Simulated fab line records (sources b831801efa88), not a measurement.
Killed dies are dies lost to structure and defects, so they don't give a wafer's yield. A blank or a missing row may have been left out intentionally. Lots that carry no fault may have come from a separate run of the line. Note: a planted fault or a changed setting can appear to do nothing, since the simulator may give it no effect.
The tool behind it: which one? | flow sky130 | 24 lots, 72 wafers sampled, at 4 steps of a route of 708

== WHAT EACH GAUGE READ, for each wafer ==
SKY_NWELL_RS_MEAS_29: measurement is done with a four-point probe.
lot  | measured     | on           | NWELL_RS (ohm/sq)
L074 | day 5 07:40  | filmMetro-03 | 627.2 625.9 625.7
L075 | day 5 12:14  | filmMetro-01 | 627.5 626.2 627.0
L076 | day 5 17:56  | filmMetro-04 | 622.9 623.9 622.7
L077 | day 6 03:20  | filmMetro-03 | 627.5 629.1 627.0
L078 | day 6 09:27  | filmMetro-03 | 624.0 626.5 627.0
L079 | day 6 10:32  | filmMetro-03 | 625.8 625.2 623.7
L080 | day 6 16:13  | filmMetro-03 | 624.1 626.4 627.5
L081 | day 7 03:26  | filmMetro-04 | 624.2 624.7 625.0
L082 | day 7 15:27  | filmMetro-01 | 626.7 625.1 625.0
L083 | day 7 16:20  | filmMetro-01 | 623.4 623.6 624.1
L084 | day 7 19:11  | filmMetro-03 | 626.2 628.3 627.1
L085 | day 8 08:52  | filmMetro-01 | 623.5 625.1 623.8
L086 | day 8 10:48  | filmMetro-01 | 622.5 623.4 622.1
L087 | day 8 13:18  | filmMetro-01 | 623.7 623.8 624.0
L088 | day 8 15:26  | filmMetro-03 | 624.1 625.7 624.1
L089 | day 9 07:27  | filmMetro-01 | 625.7 626.0 624.5
L091 | day 10 00:44 | filmMetro-01 | 624.9 624.4 624.2
L090 | day 10 04:48 | filmMetro-01 | 624.4 624.5 623.6
L092 | day 10 05:00 | filmMetro-03 | 627.5 626.8 627.0
L093 | day 10 05:41 | filmMetro-03 | 627.4 627.4 626.4
L094 | day 10 11:40 | filmMetro-03 | 627.8 629.6 627.6
L095 | day 10 18:53 | filmMetro-04 | 623.7 625.4 624.7
L096 | day 10 19:37 | filmMetro-03 | 626.2 625.6 628.2
L097 | day 11 10:32 | filmMetro-01 | 626.3 624.3 626.0

SKY_METAL2_THK_MEAS_06: measures by xrf.
lot  | measured     | on           | METAL2_ALCU_THK (nm)
L074 | day 34 01:45 | filmMetro-02 | 248 244 247
L075 | day 34 05:48 | filmMetro-04 | 249 249 252
L076 | day 34 17:06 | filmMetro-04 | 244 243 246
L077 | day 35 02:31 | filmMetro-01 | 253 250 251
L078 | day 35 17:05 | filmMetro-01 | 252 255 253
L079 | day 35 19:38 | filmMetro-01 | 251 250 249
L080 | day 35 18:34 | filmMetro-02 | 243 244 243
L081 | day 36 19:37 | filmMetro-04 | 243 244 243
L082 | day 37 06:40 | filmMetro-04 | 248 249 250
L083 | day 37 08:58 | filmMetro-04 | 250 250 252
L084 | day 37 16:01 | filmMetro-01 | 248 247 245
L085 | day 37 23:07 | filmMetro-01 | 248 247 248
L086 | day 37 23:34 | filmMetro-04 | 249 247 249
L087 | day 38 06:34 | filmMetro-04 | 250 248 251
L088 | day 38 18:32 | filmMetro-01 | 245 248 244
L089 | day 39 07:23 | filmMetro-04 | 249 249 250
L091 | day 39 22:36 | filmMetro-04 | 248 246 247
L090 | day 40 00:50 | filmMetro-02 | 244 242 242
L092 | day 40 01:31 | filmMetro-02 | 240 242 242
L093 | day 40 03:12 | filmMetro-04 | 248 246 246
L094 | day 40 07:32 | filmMetro-01 | 247 251 253
L095 | day 40 22:25 | filmMetro-04 | 247 247 244
L096 | day 40 22:46 | filmMetro-02 | 247 245 249
L097 | day 41 05:44 | filmMetro-01 | 253 251 251

SKY_VIA3_OVL_MEAS_13.
lot  | measured     | on         | VIA3_OVL (nm)
L074 | day 39 16:42 | overlay-01 | 8 9 6
L075 | day 39 22:35 | overlay-01 | 5 2 3
L076 | day 40 05:01 | overlay-01 | -9 -1 -5
L077 | day 40 15:23 | overlay-02 | 0 4 -1
L078 | day 41 05:38 | overlay-01 | 0 6 4
L079 | day 41 08:01 | overlay-01 | 11 7 3
L080 | day 41 07:13 | overlay-02 | 9 4 15
L081 | day 42 07:19 | overlay-02 | 8 10 8
L082 | day 42 15:56 | overlay-01 | 7 7 9
L083 | day 42 18:13 | overlay-02 | 9 7 17
L084 | day 42 23:49 | overlay-02 | -2 -4 -3
L085 | day 43 06:43 | overlay-02 | 6 1 -1
L086 | day 43 08:47 | overlay-01 | 9 4 -1
L087 | day 43 13:40 | overlay-02 | 12 6 3
L088 | day 44 00:56 | overlay-01 | 12 13 10
L089 | day 44 12:37 | overlay-01 | 12 10 7
L091 | day 45 01:32 | overlay-01 | -2 -4 -4
L090 | day 45 04:00 | overlay-01 | 11 15 18
L092 | day 45 04:57 | overlay-01 | 4 4 -4
L093 | day 45 07:19 | overlay-01 | 4 2 1
L094 | day 45 08:47 | overlay-02 | 9 15 10
L095 | day 45 22:58 | overlay-02 | -2 -1 -7
L096 | day 45 21:53 | overlay-02 | -2 4 -4
L097 | day 46 04:49 | overlay-02 | 2 3 4

SKY_CAP2M_OVL_MEAS_12.
lot  | measured     | on         | CAP2M_OVL (nm)
L074 | day 40 18:31 | overlay-01 | -0.2 1.3 0.9
L075 | day 41 00:59 | overlay-02 | -1.2 0.0 0.3
L076 | day 41 07:33 | overlay-02 | -2.5 0.2 1.4
L077 | day 41 17:31 | overlay-02 | 0.5 0.9 0.9
L078 | day 42 08:09 | overlay-02 | 0.7 0.0 -0.7
L079 | day 42 10:03 | overlay-02 | -1.6 -3.7 0.2
L080 | day 42 09:29 | overlay-01 | -1.1 0.5 0.2
L081 | day 43 07:57 | overlay-02 | -2.2 -2.1 -3.3
L082 | day 43 16:25 | overlay-01 | -1.8 -0.4 -1.8
L083 | day 43 18:47 | overlay-02 | -1.0 -1.8 -2.4
L084 | day 44 00:05 | overlay-02 | 2.4 0.3 2.0
L085 | day 44 06:47 | overlay-01 | -0.4 1.1 -0.4
L086 | day 44 08:46 | overlay-01 | 0.7 0.1 0.9
L087 | day 44 13:13 | overlay-02 | -0.6 1.5 -1.4
L088 | day 45 00:22 | overlay-01 | 0.3 -0.7 -3.0
L089 | day 45 11:47 | overlay-01 | 0.7 2.2 1.3
L091 | day 46 00:47 | overlay-01 | 0.2 0.7 0.2
L090 | day 46 03:02 | overlay-01 | 1.8 2.2 1.1
L092 | day 46 04:01 | overlay-02 | -1.4 -0.8 -0.9
L093 | day 46 06:03 | overlay-01 | 2.1 1.8 1.7
L094 | day 46 07:58 | overlay-01 | 1.3 -0.6 -2.6
L095 | day 46 21:23 | overlay-02 | 1.0 0.1 1.2
L096 | day 46 20:03 | overlay-02 | -1.5 -1.7 -3.4
L097 | day 47 03:08 | overlay-01 | 1.5 0.9 0.9

== WHICH TOOL RAN EACH LOT (tool, then ch and the chambers of the sampled wafers, then the start) ==
Record: no process step prior to these readings.

== AS READ BY THE TOOLS THEMSELVES (means over the sampled wafers that have a number; for cases with no such wafer, the mark the record gives instead) ==
The record holds no such reading with a usual standard deviation.

== THE ANSWER, worked out from the rows above alone ==
Rule: the lots themselves supply what counts as usual. The widest of any qualifying gaps counts: lots, ordered by their means at a reading, are off when they make up no more than a third of the lots, leave a main group of 4 or more, and stand apart from it by 3 or more times the standard deviation of that group's means. The tables above print the reading to a certain number of digits; a main group whose means all agree to those digits is not used. Also off: a lot with no number at a reading for which 4 or more lots have one. Where the step has rows for the other lots, those lots are counted as sound. After the gauges, taken in route order, come the tools' own readings; for these a lot's mean is taken, as printed above. At the first step where some lot is off, the reading lying furthest off is the one used; lots without a number count as furthest.
No lot is off at any reading shown: from this, nothing can be told.

== WHAT THE SIMULATOR HAD INSERTED ==
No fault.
